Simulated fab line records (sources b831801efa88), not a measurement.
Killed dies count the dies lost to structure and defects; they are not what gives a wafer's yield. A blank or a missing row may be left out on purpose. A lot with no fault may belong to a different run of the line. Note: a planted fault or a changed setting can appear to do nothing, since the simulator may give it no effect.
Matching of chambers ; flow gf180mcu ; GF_POLY_GATE_ETCH_13 on rie si-02 has 4 sister chambers
The step etches poly-Si in HBr/Cl2, stops on SiO2, target depth 198.5 nm, time 69.6 s. 4 wafers are shown with their chamber, then 7 later ones without.

WAFERS, EACH WITH ITS CHAMBER
wafer;chamber;drypump motor current A (A)
L619.4;2;5.9
L627.2;3;6.1
L628.1;1;5.8
L628.3;0;6.5

WAFERS WHOSE CHAMBER IS MISSING
wafer;drypump motor current A (A)
L628.5;5.9
L633.1;5.8
L633.3;6.1
L633.5;6.1
L635.2;5.7
L635.3;6.1
L635.4;6.5

WHICH CHAMBER EACH WENT THROUGH
wafer;from the rows above;in truth
L628.5;2;2
L633.1;1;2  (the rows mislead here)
L633.3;3;3
L633.5;3;3
L635.2;1;1
L635.3;3;3
L635.4;0;0
6 of 7 placed correctly. Number that these rows cannot place: 0. Placed wrongly: 1.
How it was worked out, from the rows above alone: a wafer's distance from a chamber is the root of the sum, over the readings, of the square of ((its reading less the chamber's mean) divided by the reading's scatter). The wafer belongs to the nearest chamber; if the next one is less than 2 further off, it can't be placed. A chamber's mean is the mean of its shown wafers. The scatter (one wafer shown for each chamber): square how far every hidden wafer sits from the nearest shown wafer, average those squares and take the square root.
